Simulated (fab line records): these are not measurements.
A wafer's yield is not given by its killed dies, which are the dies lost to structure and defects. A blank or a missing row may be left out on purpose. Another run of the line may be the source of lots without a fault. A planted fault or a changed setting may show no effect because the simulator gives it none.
Comparing a struck lot with a sound one ; flow gf180mcu ; 15 steps out of a route of 602
Sound: these wafers, L727.1, L727.5, L727.6. Wafers L734.2, L734.4, L734.5 were the ones struck. The cause is given at the end.
Order at every step that has rows: each side's tool, ch and its chambers, its first start. Under that, the readings that differ: sound wafers ; struck wafers ; difference of the means ; sigmas: that difference in standard deviations of wafers without a fault.
alike: readings whose means differ by less than 2 such deviations, and words and numbers that are the same on both sides. not compared: withheld readings, readings that some wafer has no value for, bounds like >300 that may hide the same value, and numbers for which the record gives no deviation and whose values overlap.
A row with sigmas, a row that says differs or no value, or rows on one side alone: a step with any of these is where the two part. When numbers do not overlap yet have no deviation, they are printed without sigmas and do not part them. A reading that every wafer of one side lacks parts them only if that side has two wafers or more.

first, 1 step without rows for these wafers: GF_DNWELL_IMPLANT_07.
GF_DNWELL_STRIP_08: strips in O2/N2.
  sound on plasma_asher-02 ch 0,1, day 4 23:50; struck on plasma_asher-04 ch 0, day 6 13:09
reading;sound;struck;difference;sigmas
drypump_motor_current_A (A);5.76 5.63 5.77;6.10 6.09 6.10;+0.38;+2
  alike: heater_power_w, n2_flow_sccm, oes_product_au, strip_time_to_endpoint_s
  not compared: rf_hours_counter_h
GF_DNWELL_TW_MEAS_09:
  sound on film_metro-04, day 4 23:56; struck on film_metro-02, day 6 13:16
  alike: DNWELL_TW
then, 7 steps without rows for these wafers: GF_NWELL_DEHYDRATE_00 (time 60 s); GF_NWELL_HMDS_01 (prime time 60 s); GF_NWELL_COAT_02 (resist thk 3000 nm); GF_NWELL_SOFTBAKE_03; GF_NWELL_EXPOSE_04 (exposes mask Nwell, target cd 860 nm); GF_NWELL_PEB_05; GF_NWELL_DEVELOP_06 (develop time 60 s).
GF_NWELL_OVL_MEAS_07:
  sound on overlay-02, day 5 14:11; struck on overlay-02, day 7 04:08
  alike: NWELL_OVL
then, 1 step without rows for these wafers: GF_NWELL_IMPLANT_08.
GF_NWELL_IMPLANT_09:
  sound on implanter-03 ch 0, day 5 14:23; struck on implanter-03, day 7 04:20
  no value came back on the struck wafers for beam_energy_keV, beam_on_s (s), end_station_pressure_torr (Torr); on the sound wafers beam_energy_keV reads 159.93 159.97 160.00
GF_NWELL_STRIP_10: strips in O2/N2.
  sound on plasma_asher-04 ch 0,1, day 5 14:32; struck on plasma_asher-01 ch 0,1, day 7 04:28
  alike: drypump_motor_current_A, heater_power_w, n2_flow_sccm, oes_product_au, strip_time_to_endpoint_s
  not compared: rf_hours_counter_h
GF_NWELL_TW_MEAS_11:
  sound on film_metro-01, day 5 14:38; struck on film_metro-03, day 7 04:48
reading;sound;struck;difference;sigmas
NWELL_TW;1593 1597 1592;1490 1488 1491;-104;-8
  not compared: hold

== WHERE THEY PART ==
Last at GF_NWELL_TW_MEAS_11 as far as this record goes, first at GF_DNWELL_STRIP_08.

WHY: the cause the simulator had injected
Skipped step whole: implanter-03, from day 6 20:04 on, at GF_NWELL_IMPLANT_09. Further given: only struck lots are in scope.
